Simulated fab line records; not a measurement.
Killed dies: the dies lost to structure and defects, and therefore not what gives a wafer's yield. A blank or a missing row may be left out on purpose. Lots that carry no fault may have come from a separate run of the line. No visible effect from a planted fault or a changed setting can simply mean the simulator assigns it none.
Struck lot and sound lot, side by side / flow sfq_line / 42 steps out of a route of 325
Sound: wafers L182.1, L182.4, L182.6. Struck: wafer L172.4. (L172.2 of the same lot was not struck and is left out.) The cause comes at the end.
Per side, at each step with rows, come the tool, then ch with its chambers, and then its first start. Under that, the readings that differ: sound wafers / struck wafers / difference of the means / sigmas: that difference in standard deviations of wafers without a fault.
alike: readings whose means differ by less than 2 such deviations, and words and numbers that are the same on both sides. not compared: withheld readings, readings that some wafer has no value for, bounds like >300 that may hide the same value, and numbers for which the record gives no deviation and whose values overlap.
A row with sigmas, a row that says differs or no value, or rows on one side alone: a step with any of these is where the two part. Non-overlapping numbers with no deviation appear without sigmas and do not part them. A reading that every wafer of one side lacks parts them only if that side has two wafers or more.

first, 6 steps without rows for these wafers: SFQ_TRILAYER_L0_VIA_LITHO_COAT_018 (resist thk 62 nm); SFQ_TRILAYER_L0_VIA_LITHO_COAT_013 (resist thk 650 nm); SFQ_TRILAYER_L0_VIA_LITHO_SOFTBAKE_017; SFQ_TRILAYER_L0_VIA_LITHO_EXPOSE_014 (exposes mask L0V, target cd 700 nm); SFQ_TRILAYER_L0_VIA_LITHO_PEB_016 (peb time 60 s); SFQ_TRILAYER_L0_VIA_LITHO_DEVELOP_015 (time 60 s).
SFQ_L0V_OVL_MEAS_903:
  sound on overlay-01, day 10 09:23; struck on overlay-02, day 8 00:59
  alike: L0V_OVL
then, 2 steps without rows for these wafers: SFQ_TRILAYER_L0_VIA_BARC_OPEN_VIA_ETCH_021 (etches BARC in O2, target depth 125 nm, time 41.7 s); SFQ_TRILAYER_L0_VIA_ETCH_VIA_ETCH_016 (etches SiO2 in CHF3, stops on MoNx KI, target depth 80 nm).
SFQ_TRILAYER_L0_VIA_STRIP_STRIP_017: strips in O2.
  sound on rie_metal-03 ch 0,1, day 10 09:30; struck on rie_metal-04 ch 0, day 8 01:18
  alike: drypump_motor_current_A, oes_product_au, platen_temp_c
  not compared: rf_hours_counter_h
then, 2 steps without rows for these wafers: SFQ_TRILAYER_L0_VIA_STRIP_SOLV_CLEAN_018 (cleans in NMP, time 600 s); SFQ_TRILAYER_M0_DEP_PRE_CLEAN_020 (time 15 s).
SFQ_TRILAYER_M0_DEP_SPUTTER_019: material Nb, target thk 200 nm, time 133.3 s.
  sound on pvd_sputter-06, day 10 10:28; struck on pvd_sputter-03, day 8 02:43
reading=model.Nb_of_TRILAYER_M0_DEP_SPUTTER_019.thk_nm (nm); sound=202.6 201.8 202.1; struck=220; difference=+18; sigmas=
  alike: cathode_dc_power_W, throttle_valve_pct
SFQ_M0_RS_MEAS_904: the measuring method here is four-point-probe.
  sound on film_metro-01, day 10 10:34; struck on film_metro-04, day 8 02:49
reading=M0_NB_RS (ohm/sq); sound=0.879 0.880 0.881; struck=0.809; difference=-0.071; sigmas=-5
then, 6 steps without rows for these wafers: SFQ_TRILAYER_M0_LITHO_COAT_026 (resist thk 62 nm); SFQ_TRILAYER_M0_LITHO_COAT_021 (resist thk 600 nm); SFQ_TRILAYER_M0_LITHO_SOFTBAKE_025; SFQ_TRILAYER_M0_LITHO_EXPOSE_022 (exposes mask M0, target cd 500 nm); SFQ_TRILAYER_M0_LITHO_PEB_024 (peb time 60 s); SFQ_TRILAYER_M0_LITHO_DEVELOP_023 (time 60 s).
-- the record jumps here: 2 days lie between the struck wafers' starts before and after --
SFQ_M0_OVL_MEAS_906:
  sound on overlay-01, day 13 04:49; struck on overlay-02, day 10 11:25
  alike: M0_OVL
SFQ_TRILAYER_M0_BARC_OPEN_METAL_ETCH_031: etches BARC in O2, target depth 125 nm, time 41.7 s.
  sound on rie_metal-04 ch 0,1, day 13 04:50; struck on rie_metal-04 ch 0, day 10 11:28
  alike: drypump_motor_current_A, oes_product_au
  not compared: rf_hours_counter_h
SFQ_TRILAYER_M0_ETCH_METAL_ETCH_024: etches Nb in Cl2/Ar, stops on SiO2, target depth 240 nm, time 120 s.
  sound on rie_metal-04 ch 0,1, day 13 04:54; struck on rie_metal-04 ch 0, day 10 11:36
reading=oes_product_au (a.u.); sound=0.904 0.899 0.906; struck=0.950; difference=+0.047; sigmas=+6
  alike: drypump_motor_current_A
  not compared: rf_hours_counter_h
then, 2 steps without rows for these wafers: SFQ_TRILAYER_M0_STRIP_STRIP_025 (strips in O2); SFQ_TRILAYER_M0_STRIP_SOLV_CLEAN_026 (cleans in NMP, time 600 s).
SFQ_TRILAYER_I0_DEP_PECVD_027: deposits SiO2 from SiH4/N2O, time 111.11 s, target thk 500 nm.
  sound on pecvd-01 ch 0,1, day 13 05:48; struck on pecvd-01 ch 0, day 10 13:11
  alike: heater_power_w, throttle_valve_pct
then, 1 step without rows for these wafers: SFQ_TRILAYER_I0_CMP_CMP_028 (polishes SiO2).
SFQ_I0_BOW_MEAS_907:
  sound on film_metro-02, day 13 16:04; struck on film_metro-04, day 10 20:39
  alike: I0_BOW
then, 7 steps without rows for these wafers: SFQ_TRILAYER_I0_METRO_MEASURE_029; SFQ_TRILAYER_I0_VIA_LITHO_COAT_036 (resist thk 62 nm); SFQ_TRILAYER_I0_VIA_LITHO_COAT_031 (resist thk 650 nm); SFQ_TRILAYER_I0_VIA_LITHO_SOFTBAKE_035; SFQ_TRILAYER_I0_VIA_LITHO_EXPOSE_032 (exposes mask I0, target cd 500 nm); SFQ_TRILAYER_I0_VIA_LITHO_PEB_034 (peb time 60 s); SFQ_TRILAYER_I0_VIA_LITHO_DEVELOP_033 (time 60 s).
-- the record jumps here: 3 days lie between the struck wafers' starts before and after --
SFQ_I0_OVL_MEAS_908:
  sound on overlay-02, day 16 10:49; struck on overlay-01, day 13 15:37
  alike: I0_OVL
SFQ_TRILAYER_I0_VIA_BARC_OPEN_VIA_ETCH_046: etches BARC in O2, target depth 125 nm, time 41.7 s.
  sound on rie_diel-02 ch 0,2, day 16 10:50; struck on rie_diel-01 ch 0, day 13 15:38
reading=drypump_motor_current_A (A); sound=6.0 6.1 6.0; struck=4.8; difference=-1.2; sigmas=-3
  alike: oes_product_au
  not compared: rf_hours_counter_h
then, 1 step without rows for these wafers: SFQ_TRILAYER_I0_VIA_ETCH_VIA_ETCH_034 (etches SiO2 in CHF3, stops on Nb, target depth 260 nm).
SFQ_TRILAYER_I0_VIA_STRIP_STRIP_035: strips in O2.
  sound on rie_metal-02 ch 0,1, day 16 10:59; struck on rie_metal-01 ch 1, day 13 15:47
  alike: drypump_motor_current_A, oes_product_au, platen_temp_c
  not compared: rf_hours_counter_h
then, 2 steps without rows for these wafers: SFQ_TRILAYER_I0_VIA_STRIP_SOLV_CLEAN_036 (cleans in NMP, time 600 s); SFQ_TRILAYER_M1_DEP_PRE_CLEAN_038 (time 22.5 s).
-- the record jumps here: 59 days lie between the struck wafers' starts before and after --
SFQ_M8_BOW_MEAS_951:
  sound on film_metro-04, day 77 10:29; struck on film_metro-02, day 72 17:47
reading=model.etest.m0.ohm_um; sound=1.766 1.762 1.766; struck=1.61; difference=-0.15; sigmas=
reading=model.etest.m0.ohm_sq; sound=0.8775 0.881 0.8796; struck=0.8082; difference=-0.0712; sigmas=
reading=model.etest.i0.link_ohm; sound=1.945 1.946 1.944; struck=1.902; difference=-0.043; sigmas=
  alike: M8_BOW

== WHERE THEY PART ==
Earliest at SFQ_M0_RS_MEAS_904; latest, in this record, at SFQ_TRILAYER_I0_VIA_BARC_OPEN_VIA_ETCH_046. Later steps at which nothing parts them and some readings are alike: SFQ_TRILAYER_I0_VIA_STRIP_STRIP_035, SFQ_M8_BOW_MEAS_951.

WHY: whatever the simulator had introduced
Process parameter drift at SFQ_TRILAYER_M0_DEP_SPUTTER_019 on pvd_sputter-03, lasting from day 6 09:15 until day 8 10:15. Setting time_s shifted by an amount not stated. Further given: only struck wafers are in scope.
